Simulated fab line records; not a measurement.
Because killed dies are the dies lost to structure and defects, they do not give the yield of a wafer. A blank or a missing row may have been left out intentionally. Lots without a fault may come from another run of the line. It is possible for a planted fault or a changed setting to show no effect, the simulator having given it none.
fab line records -- flow sky130
record lots=6, wafers=18, last-day=50
route steps=708 shown METAL3@568 VIA3@573 PAD_OPEN@708
lots untouched by any fault: they come from a run of this same line in which no faults occurred
start-h: hours from the record's first day to the start of the lot's first wafer shown -- wait-h: hours elapsed since this lot's preceding step -- " as in the row above -- L1.1+2: one row covering several wafers at once -- - no value present, or no start provided -- * or withheld: withheld -- < > ~ a bound
route shown NAME@n: a module of which the file shows steps, and the number in the route of the first -- usual: the fault-free wafers' mean and standard deviation -- same: alike in all rows -- chamber/n: place in a boat -- sites: each site's reading -- _std_site: the values' standard deviation -- _edge_site: outer sites' mean less inner sites' -- radius-mm: for every site, how far away it sits from the centre of the wafer -- mask NAME#n: copy n -- behind: tool/chamber where the wafer was last shaped -- hold: reason for holding the lot/hours on hold/outcome of the hold -- device: which transistor (n, p or np) failed to switch -- end of line: the same wafers' tests at the end of the route -- where a step has no rows: the recipe by itself -- killed: at the first sort, the dies lost to defects and structure; wafer yield is something else -- map: shows each die of a wafer: x if killed, . if not, _ if none is there
set.NAME: setting as actually run; set.NAME@STEP: the setting as run at that earlier step -- model.NAME: the simulator's own value behind a step, which no gauge read
lots at some steps of the route; a table a step, a row a wafer
services: from which hour (start-h, from the record's first day; less than 0 if before it) a tool's chamber was out of use, for how many hours, and why
## steps
# step SKY_METAL3_METAL_ETCH_18
# recipe target-depth-a=8450, stop-on=SiO2, over-etch-frac=0.3, time-s=183.1, chemistry=Cl2/BCl3, resist-sidewall-deg=88, pressure-mtorr=10, icp-w=900, bias-w=48.5, Cl2_flow_sccm=60, bcl3-flow-sccm=30
# usual drypump-motor-current-A=5.4/0.36, oes-product-au=0.866/0.0063, throttle-valve-pct=22.264/0.0091
# same over-etch-frac=0.3
lot.wafer,tool,chamber,start-h,wait-h,drypump-motor-current-A,oes-product-au,rf-hours-counter-h,throttle-valve-pct
L644.1,rie-metal-01,1,944.96,0.0,5.3,0.861,12,22.262
L644.2,rie-metal-01,0,944.96,0.0,5.8,0.861,16,22.273
L644.6,rie-metal-01,0,944.96,0.0,5.8,0.856,-,22.270
L646.3,rie-metal-04,1,959.84,0.1,5.7,0.864,-,22.254
L646.4,rie-metal-04,0,959.84,0.1,4.8,0.861,-,22.249
L646.5,rie-metal-04,0,959.84,0.1,4.9,0.861,-,22.259
L649.2,rie-metal-01,1,971.93,0.0,5.3,0.864,13,22.270
L649.3,rie-metal-01,1,971.93,0.0,5.3,0.855,-,22.271
L649.6,rie-metal-01,1,971.93,0.0,5.3,0.866,-,22.275
L658.1,rie-metal-02,1,1034.66,0.0,5.5,0.866,5,22.271
L658.2,rie-metal-02,0,1034.66,0.0,5.1,0.864,19,22.249
L658.3,rie-metal-02,0,1034.66,0.0,5.1,0.874,-,22.278
L660.3,rie-metal-04,1,1052.79,0.1,5.7,0.863,-,22.249
L660.5,rie-metal-04,0,1052.79,0.1,4.8,0.865,-,22.251
L660.6,rie-metal-04,1,1052.79,0.1,5.7,0.865,-,22.270
L661.1,rie-metal-04,0,1056.70,0.0,4.8,0.866,9,22.262
L661.2,rie-metal-04,1,1056.70,0.0,5.7,0.863,7,22.281
L661.6,rie-metal-04,0,1056.70,0.0,4.9,0.883,-,22.268
# step SKY_METAL3_STRIP_19
# recipe chemistry=O2/N2, power-w=1400, pressure-mtorr=1500, platen-temp-c=withheld, o2-flow-sccm=3000, n2-flow-sccm=300, overash-fraction=0.5
# usual drypump-motor-current-A=6.0/0.39, oes-product-au=0.505/0.0054, strip-time-to-endpoint-s=6.59/0.061
lot.wafer,tool,chamber,start-h,wait-h,drypump-motor-current-A,oes-product-au,rf-hours-counter-h,strip-time-to-endpoint-s
L644.1,plasma-asher-03,0,945.14,0.1,6.5,0.514,108,6.67
L644.2,plasma-asher-03,1,945.14,0.1,6.1,0.505,108,6.62
L644.6,plasma-asher-03,0,945.14,0.1,6.5,0.492,-,6.52
L646.3,plasma-asher-03,1,960.00,0.1,6.1,0.512,-,6.59
L646.4,plasma-asher-03,0,960.00,0.1,6.5,0.505,-,6.58
L646.5,plasma-asher-03,0,960.00,0.1,6.5,0.497,-,6.61
L649.2,plasma-asher-03,1,972.10,0.1,6.1,0.509,110,6.68
L649.3,plasma-asher-03,1,972.10,0.1,6.1,0.505,-,6.64
L649.6,plasma-asher-03,0,972.10,0.1,6.4,0.510,-,6.66
L658.1,plasma-asher-03,0,1034.84,0.1,6.5,0.502,117,6.50
L658.2,plasma-asher-03,1,1034.84,0.1,6.1,0.508,117,6.62
L658.3,plasma-asher-03,0,1034.84,0.1,6.4,0.501,-,6.65
L660.3,plasma-asher-03,0,1052.94,0.1,6.5,0.505,-,6.65
L660.5,plasma-asher-03,1,1052.94,0.1,6.1,0.502,-,6.66
L660.6,plasma-asher-03,0,1052.94,0.1,6.5,0.515,-,6.62
L661.1,plasma-asher-01,1,1056.88,0.1,6.1,0.511,31,6.59
L661.2,plasma-asher-01,0,1056.88,0.1,5.1,0.508,31,6.66
L661.6,plasma-asher-01,0,1056.88,0.1,5.1,0.511,-,6.62
# step SKY_METAL3_STRIP_20
# recipe chemistry=post-etch-residue-remover, time-s=1200, temp-c=72.5
# step SKY_METAL3_CLEAN_21
# recipe chemistry=IPA, time-s=180, temp-c=25
# step SKY_METAL3_CLEAN_22
# recipe chemistry=O3/DIW, dry=n2-spin
# step SKY_VIA3_HDPCVD_00
# recipe material=SiO2, target-thk-nm=1635, sigma-open-frac=0.3, time-s=272.5, temp-c=400, sih4-flow-sccm=60, pressure-mtorr=6
# step SKY_VIA3_THK_MEAS_01
# recipe reads=SiO2_of_VIA3_HDPCVD_00
# usual VIA3_HDPCVD_THK=1628/17
lot.wafer,tool,chamber,start-h,wait-h,VIA3_HDPCVD_THK[nm]
L644.1,film-metro-02,-,945.89,0.1,1609
L644.2,film-metro-02,-,945.89,0.1,1636
L644.6,film-metro-02,-,945.89,0.1,1627
L646.3,film-metro-01,-,960.74,0.1,1649
L646.4,film-metro-01,-,960.74,0.1,1640
L646.5,film-metro-01,-,960.74,0.1,1645
L649.2,film-metro-02,-,972.88,0.1,1637
L649.3,film-metro-02,-,972.88,0.1,1620
L649.6,film-metro-02,-,972.88,0.1,1603
L658.1,film-metro-03,-,1035.61,0.1,1644
L658.2,film-metro-03,-,1035.61,0.1,1633
L658.3,film-metro-03,-,1035.61,0.1,1622
L660.3,film-metro-03,-,1053.82,0.1,1652
L660.5,film-metro-03,-,1053.82,0.1,1640
L660.6,film-metro-03,-,1053.82,0.1,1657
L661.1,film-metro-02,-,1057.65,0.1,1623
L661.2,film-metro-02,-,1057.65,0.1,1607
L661.6,film-metro-02,-,1057.65,0.1,1625
# step SKY_VIA3_CMP_02
# recipe material=SiO2, down-force-psi=4, platen-rpm=60, pad-velocity-m-s=0.94248
# usual motor-current-A=12.0/1.3, retaining-ring-pressure-frac=1.000/0.005
lot.wafer,tool,chamber,start-h,wait-h,motor-current-A,retaining-ring-pressure-frac
L644.1,cmp-01,1,945.95,0.1,9.5,0.999
L644.2,cmp-01,3,945.95,0.1,13.5,1.009
L644.6,cmp-01,1,945.95,0.1,9.6,1.009
L646.4,cmp-01,2,960.78,0.0,12.0,1.004
L646.3,cmp-01,0,960.78,0.0,11.6,1.001
L646.5,cmp-01,3,960.78,0.0,14.6,0.998
L649.3,cmp-01,1,972.98,0.1,9.6,1.004
L649.2,cmp-01,2,972.98,0.1,12.0,0.991
L649.6,cmp-01,0,972.98,0.1,12.2,0.995
L658.2,cmp-02,1,1035.81,0.2,13.1,1.001
L658.1,cmp-02,2,1035.81,0.2,11.1,0.994
L658.3,cmp-02,3,1035.81,0.2,11.2,1.006
L660.3,cmp-02,1,1054.01,0.2,11.7,0.995
L660.5,cmp-02,2,1054.01,0.2,10.8,0.994
L660.6,cmp-02,3,1054.01,0.2,11.4,0.998
L661.1,cmp-01,2,1057.71,0.1,12.0,1.006
L661.2,cmp-01,1,1057.71,0.1,9.8,1.000
L661.6,cmp-01,2,1057.71,0.1,12.1,1.002
# step SKY_VIA3_BOW_MEAS_03
# recipe mode=bow
# usual VIA3_BOW=80/7.9
lot.wafer,tool,chamber,start-h,wait-h,VIA3_BOW[um]
L644.1,film-metro-02,-,946.25,0.2,79
L644.2,film-metro-02,-,946.25,0.2,73
L644.6,film-metro-02,-,946.25,0.2,94
L646.3,film-metro-02,-,961.12,0.2,79
L646.4,film-metro-02,-,961.12,0.2,82
L646.5,film-metro-02,-,961.12,0.2,71
L649.2,film-metro-01,-,973.25,0.2,84
L649.3,film-metro-01,-,973.25,0.2,76
L649.6,film-metro-01,-,973.25,0.2,81
L658.1,film-metro-01,-,1036.15,0.2,85
L658.2,film-metro-01,-,1036.15,0.2,93
L658.3,film-metro-01,-,1036.15,0.2,81
L660.3,film-metro-01,-,1054.20,0.1,72
L660.5,film-metro-01,-,1054.20,0.1,61
L660.6,film-metro-01,-,1054.20,0.1,64
L661.1,film-metro-01,-,1058.01,0.2,83
L661.2,film-metro-01,-,1058.01,0.2,80
L661.6,film-metro-01,-,1058.01,0.2,89
# step SKY_VIA3_DEHYDRATE_04
# recipe temp-c=200, time-s=60
# step SKY_VIA3_HMDS_05
# recipe prime-time-s=60, prime-temp-c=120
# step SKY_VIA3_COAT_06
# recipe resist=BARC, temp-c=withheld, time-s=withheld, spin-rpm=3000, resist-thk-nm=60
# step SKY_VIA3_COAT_07
# recipe resist=KrF-thick, spin-rpm=3000, resist-thk-nm=450
lot.wafer,tool,chamber,start-h,wait-h,model.KrF-thick_of_VIA3_COAT_07.thk-nm
L644.1,litho-track-02,0,958,-,450.8
L644.2,litho-track-02,0,958,-,450.5
L644.6,litho-track-02,0,958,-,450.9
L646.3,litho-track-02,0,972,-,458.9
L646.4,litho-track-02,0,972,-,458.8
L646.5,litho-track-02,0,972,-,458.4
L649.2,litho-track-02,0,984,-,458.5
L649.3,litho-track-02,0,984,-,457.2
L649.6,litho-track-02,0,984,-,459
L658.1,litho-track-04,0,1047,-,450.6
L658.2,litho-track-04,0,1047,-,450.4
L658.3,litho-track-04,0,1047,-,449.1
L660.3,litho-track-02,0,1063,-,449.5
L660.5,litho-track-02,0,1063,-,447.5
L660.6,litho-track-02,0,1063,-,449.8
L661.1,litho-track-02,0,1068,-,451.1
L661.2,litho-track-02,0,1068,-,452.6
L661.6,litho-track-02,0,1068,-,450.6
# step SKY_VIA3_SOFTBAKE_08
# recipe temp-c=100, time-s=90, resist=KrF-thick
# step SKY_VIA3_EXPOSE_09
# recipe mask-id=VIM3, na=0.8, source-shape=annular, sigma-inner=0.55, sigma-outer=0.85, target-cd-nm=200, dose-mj=38
# step SKY_VIA3_PEB_10
# recipe peb-temp-c=withheld, peb-time-s=withheld, resist=KrF-thick
# step SKY_VIA3_DEVELOP_11
# recipe develop-time-s=60, resist=KrF-thick, dev-temp-c=21
# step SKY_VIA3_CD_MEAS_12
# recipe target-cd-nm=200
# usual cd-nm=199.7/1.4
lot.wafer,tool,chamber,start-h,wait-h,cd-nm
L644.1,cd-sem-01,-,970.85,-,199.6
L644.2,cd-sem-01,-,970.85,-,200.0
L644.6,cd-sem-01,-,970.85,-,199.5
L646.3,cd-sem-01,-,985.01,-,196.3
L646.4,cd-sem-01,-,985.01,-,197.5
L646.5,cd-sem-01,-,985.01,-,196.6
L649.2,cd-sem-02,-,996.72,-,200.2
L649.3,cd-sem-02,-,996.72,-,202.4
L649.6,cd-sem-02,-,996.72,-,203.5
L658.1,cd-sem-02,-,1058.42,-,198.0
L658.2,cd-sem-02,-,1058.42,-,197.9
L658.3,cd-sem-02,-,1058.42,-,198.5
L660.3,cd-sem-01,-,1075.39,-,201.4
L660.5,cd-sem-01,-,1075.39,-,199.8
L660.6,cd-sem-01,-,1075.39,-,199.9
L661.1,cd-sem-01,-,1078.85,-,199.9
L661.2,cd-sem-01,-,1078.85,-,198.8
L661.6,cd-sem-01,-,1078.85,-,201.6
# step SKY_VIA3_OVL_MEAS_13
# usual VIA3_OVL=2/5.7
lot.wafer,tool,chamber,start-h,wait-h,VIA3_OVL[nm]
L644.1,overlay-01,-,970.97,0.1,3
L644.2,overlay-01,-,970.97,0.1,0
L644.6,overlay-01,-,970.97,0.1,3
L646.3,overlay-02,-,985.10,0.1,5
L646.4,overlay-02,-,985.10,0.1,2
L646.5,overlay-02,-,985.10,0.1,-2
L649.2,overlay-01,-,996.83,0.1,6
L649.3,overlay-01,-,996.83,0.1,-9
L649.6,overlay-01,-,996.83,0.1,-1
L658.1,overlay-02,-,1058.54,0.1,14
L658.2,overlay-02,-,1058.54,0.1,12
L658.3,overlay-02,-,1058.54,0.1,13
L660.3,overlay-01,-,1075.48,0.1,3
L660.5,overlay-01,-,1075.48,0.1,4
L660.6,overlay-01,-,1075.48,0.1,2
L661.1,overlay-02,-,1078.97,0.1,4
L661.2,overlay-02,-,1078.97,0.1,2
L661.6,overlay-02,-,1078.97,0.1,-6
# step SKY_VIA3_ETCH_14
# recipe chemistry=N2/H2, target=BARC, ion-energy-ev=200, source-w=500, bias-w=100, pressure-mtorr=30, n2-flow-sccm=100, h2-flow-sccm=200, stop-on=SiO2, time-s=45.9, target-depth-a=600
# usual drypump-motor-current-A=5.6/0.35, oes-product-au=0.855/0.0046, throttle-valve-pct=13.225/0.0084
lot.wafer,tool,chamber,start-h,wait-h,drypump-motor-current-A,oes-product-au,rf-hours-counter-h,throttle-valve-pct
L644.1,rie-diel-01,0,971.00,0.0,5.7,0.853,9,13.222
L644.2,rie-diel-01,2,971.00,0.0,6.0,0.855,18,13.215
L644.6,rie-diel-01,0,971.00,0.0,5.7,0.857,-,13.232
L646.3,rie-diel-01,2,985.13,0.0,6.0,0.864,18,13.227
L646.4,rie-diel-01,3,985.13,0.0,5.8,0.861,10,13.214
L646.5,rie-diel-01,3,985.13,0.0,5.8,0.860,-,13.218
L649.2,rie-diel-01,2,996.86,0.0,6.0,0.852,18,13.215
L649.3,rie-diel-01,3,996.86,0.0,5.8,0.846,10,13.240
L649.6,rie-diel-01,3,996.86,0.0,5.8,0.857,-,13.214
L658.1,rie-diel-01,3,1058.58,0.0,5.8,0.851,13,13.234
L658.2,rie-diel-01,1,1058.58,0.0,5.4,0.859,22,13.223
L658.3,rie-diel-01,0,1058.58,0.0,5.6,0.858,12,13.229
L660.3,rie-diel-01,2,1075.50,0.0,6.0,0.862,22,13.212
L660.5,rie-diel-01,0,1075.50,0.0,5.7,0.853,-,13.224
L660.6,rie-diel-01,3,1075.50,0.0,5.8,0.852,-,13.224
L661.1,rie-diel-04,3,1079.00,0.0,5.3,0.863,14,13.228
L661.2,rie-diel-04,2,1079.00,0.0,5.4,0.860,21,13.224
L661.6,rie-diel-04,2,1079.00,0.0,5.4,0.854,-,13.217
# step SKY_VIA3_ETCH_15
# recipe target=SiO2, chemistry=C4F8/O2/Ar, target-depth-nm=507, stop-on=TiN, mask-material=KrF-thick, source-w=1500, bias-w=1200, pressure-mtorr=40, c4f8-flow-sccm=withheld, O2_flow_sccm=6, Ar_flow_sccm=300, time-s=78
# usual oes-product-au=0.946/0.0049
lot.wafer,tool,chamber,start-h,wait-h,oes-product-au,rf-hours-counter-h,model.KrF-thick_of_VIA3_COAT_07.thk-nm
L644.1,rie-diel-01,0,971.05,0.0,0.945,9,293.9
L644.2,rie-diel-01,2,971.05,0.0,0.954,18,289.6
L644.6,rie-diel-01,0,971.05,0.0,0.944,-,293.5
L646.3,rie-diel-01,2,985.17,0.0,0.945,18,298.6
L646.4,rie-diel-01,3,985.17,0.0,0.951,10,301.7
L646.5,rie-diel-01,3,985.17,0.0,0.942,-,301
L649.2,rie-diel-01,2,996.90,0.0,0.940,18,298.7
L649.3,rie-diel-01,3,996.90,0.0,0.949,10,298.8
L649.6,rie-diel-01,3,996.90,0.0,0.944,-,301.7
L658.1,rie-diel-01,3,1058.62,0.0,0.947,13,291.8
L658.2,rie-diel-01,1,1058.62,0.0,0.946,22,292.1
L658.3,rie-diel-01,0,1058.62,0.0,0.942,12,291.6
L660.3,rie-diel-01,2,1075.55,0.0,0.950,22,287.7
L660.5,rie-diel-01,0,1075.55,0.0,0.948,-,289.7
L660.6,rie-diel-01,3,1075.55,0.0,0.946,-,290.7
L661.1,rie-diel-04,3,1079.05,0.0,0.952,14,291.5
L661.2,rie-diel-04,2,1079.05,0.0,0.941,21,295.6
L661.6,rie-diel-04,2,1079.05,0.0,0.947,-,293.5
# step SKY_VIA3_STRIP_16
# recipe chemistry=O2/N2, power-w=1400, pressure-mtorr=1500, platen-temp-c=withheld, o2-flow-sccm=3000, n2-flow-sccm=300, overash-fraction=0.5
# usual drypump-motor-current-A=6.0/0.41, oes-product-au=0.403/0.0046, strip-time-to-endpoint-s=4.133/0.023
lot.wafer,tool,chamber,start-h,wait-h,drypump-motor-current-A,oes-product-au,rf-hours-counter-h,strip-time-to-endpoint-s
L644.1,plasma-asher-02,0,971.11,0.0,5.9,0.396,82,4.140
L644.2,plasma-asher-02,1,971.11,0.0,6.1,0.396,82,4.117
L644.6,plasma-asher-02,1,971.11,0.0,6.2,0.416,-,4.139
L646.3,plasma-asher-03,0,985.26,0.1,6.5,0.402,-,4.206
L646.4,plasma-asher-03,1,985.26,0.1,6.1,0.404,-,4.240
L646.5,plasma-asher-03,1,985.26,0.1,6.1,0.410,-,4.229
L649.2,plasma-asher-03,0,996.96,0.0,6.4,0.401,113,4.212
L649.3,plasma-asher-03,1,996.96,0.0,6.1,0.402,-,4.194
L649.6,plasma-asher-03,1,996.96,0.0,6.1,0.407,-,4.245
L658.1,plasma-asher-02,0,1058.68,0.0,6.0,0.397,92,4.147
L658.2,plasma-asher-02,1,1058.68,0.0,6.1,0.398,92,4.158
L658.3,plasma-asher-02,1,1058.68,0.0,6.2,0.408,-,4.150
L660.3,plasma-asher-03,1,1075.64,0.1,6.1,0.400,-,4.081
L660.5,plasma-asher-03,1,1075.64,0.1,6.1,0.401,-,4.091
L660.6,plasma-asher-03,0,1075.64,0.1,6.5,0.401,-,4.096
L661.1,plasma-asher-02,1,1079.11,0.0,6.2,0.407,94,4.128
L661.2,plasma-asher-02,0,1079.11,0.0,6.0,0.405,94,4.179
L661.6,plasma-asher-02,1,1079.11,0.0,6.2,0.413,-,4.147
# step SKY_VIA3_STRIP_17
# recipe chemistry=post-etch-residue-remover, time-s=1200, temp-c=72.5
# step SKY_PAD_OPEN_PROBE_99
# usual defect-limited-yield=82.0/2.1, killed_at_M0_to_M3=45/7, killed_at_M4_up=3.4/1.8, killed-at-contacts=24/5.4, killed-at-front-end=16/4.8, killed-at-other=0.4/0.62, killed-dies=89/10, killed-open=48/7.2, killed-short=40/6.3, sort_bin_3_pad_short=0.9/0.39, sort_bin_5_function=10.7/1.5, sort_bin_6_memory=6.4/1.1, sort-n-pass=403/10, sort-yield-pct=82.0/2.1
# same gross-dies=492, killed-at-back-side=0, sort_bin_4_leakage[%]=0, sort_bin_8_speed[%]=0
lot.wafer,tool,chamber,start-h,wait-h,defect-limited-yield[%],killed_at_M0_to_M3,killed_at_M4_up,killed-at-contacts,killed-at-front-end,killed-at-other,killed-dies,killed-open,killed-short,sort_bin_3_pad_short[%],sort_bin_5_function[%],sort_bin_6_memory[%],sort-n-pass,sort-yield-pct[%]
L646.3,prober-02,-,1122.92,0.2,82.1,38,3,31,16,0,88,47,41,1.2,10.8,5.9,404,82.1
L646.4,prober-02,-,1122.97,0.2,83.3,41,4,20,16,1,82,46,36,1.0,8.5,7.1,410,83.3
L646.5,prober-02,-,1123.02,0.2,84.6,39,5,19,12,1,76,44,32,0.8,9.8,4.9,416,84.6
# killed by level:class
L646.3 CONTACT:geometric-particle:open=11 METAL1:geometric-particle:short=9 VIA1:geometric-particle:open=9 FIELD_ISO:geometric-particle:open=6 LI_CONTACT:geometric-particle:open=6 CONTACT:geometric-particle:short=6 LOCAL_INTERCONNECT:geometric-particle:short=5 VIA2:geometric-particle:open=4
L646.4 VIA1:geometric-particle:open=8 METAL1:geometric-particle:short=7 VIA2:geometric-particle:open=6 CONTACT:geometric-particle:open=6 VIA3:geometric-particle:open=6 POLY_GATE:geometric-particle:open=4 LI_CONTACT:geometric-particle:open=4 LOCAL_INTERCONNECT:geometric-particle:short=4
L646.5 CONTACT:geometric-particle:open=8 VIA1:geometric-particle:open=7 VIA3:geometric-particle:open=7 METAL2:geometric-particle:short=5 POLY_GATE:geometric-particle:short=4 VIA2:geometric-particle:open=4 VIA1:geometric-particle:short=4 FIELD_ISO:geometric-particle:open=3
## services
tool,chamber,start-h,hours,kind
rie-diel-04,-,924.84,0.1,repair
rie-metal-02,1,931.78,-,clean
rie-metal-02,1,931.78,15.4,scheduled-down
rie-diel-04,1,961.32,1.2,repair
cmp-01,-,974.77,0.5,repair
rie-diel-04,1,986.73,-,clean
rie-diel-04,1,986.73,17.0,scheduled-down
rie-diel-04,1,986.73,17.0,vent-cycle
cmp-01,-,988.25,3.8,pm
rie-diel-04,-,991.37,2.8,pm
cmp-01,-,995.50,2.0,repair
rie-diel-01,0,995.68,5.8,repair
cmp-02,-,1005.06,2.9,pm
rie-metal-01,0,1005.64,-,clean
rie-metal-01,0,1005.64,21.3,scheduled-down
rie-metal-01,0,1005.64,21.3,vent-cycle
rie-metal-01,1,1027.66,45.5,repair
rie-diel-01,-,1042.34,0.3,repair
rie-diel-04,3,1042.58,3.3,repair
plasma-asher-03,-,1055.25,9.0,pm
plasma-asher-03,0,1055.25,9.0,vent-cycle
plasma-asher-03,1,1055.25,9.0,vent-cycle
plasma-asher-03,0,1064.25,-,clean
plasma-asher-03,1,1064.25,-,clean
## key
first-sign step=SKY_VIA3_STRIP_16, reading=strip-time-to-endpoint-s, direction=up, sigmas=3.9, usual=*, struck=*
effect none on later readings
model-effect step=SKY_VIA3_COAT_07, value=KrF-thick_of_VIA3_COAT_07.thk-nm, without=449.5, struck=458.5
model-effect step=SKY_VIA3_ETCH_15, value=KrF-thick_of_VIA3_COAT_07.thk-nm, without=291.1, struck=300.1
met-at SKY_VIA3_COAT_07
struck-wafers L646.3,L646.4,L646.5,L649.2,L649.3,L649.6
onset-between 958 972
fault kind=process-parameter-drift, tool=litho-track-02, chamber=-, onset-h=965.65, steps=SKY_VIA3_COAT_07, channel=resist-thk-nm, offset=8.9526, shape=step, end-h=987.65, acts-in=these-recipes-only, stated=450
